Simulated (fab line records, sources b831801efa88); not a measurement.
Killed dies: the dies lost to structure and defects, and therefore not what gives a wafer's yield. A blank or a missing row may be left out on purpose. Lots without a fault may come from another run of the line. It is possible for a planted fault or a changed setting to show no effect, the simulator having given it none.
The tool behind it: which one? | flow sky130 | at 1 step of a route of 708, 13 lots with 39 wafers sampled

## WHAT THE GAUGES SHOWED, per wafer
SKY_SD_N_RS_MEAS_16: uses a four-point probe to measure.
lot  | measured     | on            | SD_N_RS (ohm/sq)
L985 | day 27 04:19 | film_metro-01 | 68.62 68.51 68.39
L986 | day 28 07:23 | film_metro-01 | 68.61 68.52 68.41
L989 | day 29 05:38 | film_metro-01 | 68.67 68.62 68.68
L988 | day 29 11:23 | film_metro-01 | 68.71 68.55 68.60
L990 | day 30 05:58 | film_metro-03 | 68.47 68.56 68.60
L991 | day 30 22:09 | film_metro-02 | 68.70 68.45 68.64
L992 | day 31 05:53 | film_metro-02 | 68.67 68.77 68.65
L995 | day 31 09:19 | film_metro-01 | 68.58 68.55 68.57
L999 | day 33 09:47 | film_metro-03 | 68.39 68.58 68.38
L102 | day 33 14:20 | film_metro-01 | 68.63 68.43 68.69
L103 | day 33 17:35 | film_metro-03 | 68.62 68.56 68.40
L106 | day 34 19:08 | film_metro-02 | 68.71 68.68 68.66
L108 | day 35 17:17 | film_metro-03 | 68.59 68.68 68.68

## WHICH TOOL RAN EACH LOT (tool, then ch and the chambers of the sampled wafers, then the start)
Before these readings, the record contains no process step.

## AS READ BY THE TOOLS THEMSELVES (means over the sampled wafers that have a number; for cases with no such wafer, the mark the record gives instead)
The record holds no such reading with a usual standard deviation.

## THE ANSWER, worked out from the rows above alone
Rule: the usual values come from the lots themselves. The widest of any qualifying gaps counts: lots, ordered by their means at a reading, are off when they make up no more than a third of the lots, leave a main group of 4 or more, and stand apart from it by 3 or more times the standard deviation of that group's means. If all means in a main group match to the digits the tables above print for the reading, that group is not used. A lot without any number at a reading at which 4 lots or more have one is off too. All remaining lots with rows at the step are treated as sound. The gauges are gone through in route order, then the tools' own readings, and for those a lot's mean is taken as printed above. The first step at which some lot is off is used, and at that step the reading that is off furthest; a lot without a number counts as furthest.
Across all readings shown, no lot is off: no conclusion can be drawn from this.

## WHAT THE SIMULATOR HAD INSERTED
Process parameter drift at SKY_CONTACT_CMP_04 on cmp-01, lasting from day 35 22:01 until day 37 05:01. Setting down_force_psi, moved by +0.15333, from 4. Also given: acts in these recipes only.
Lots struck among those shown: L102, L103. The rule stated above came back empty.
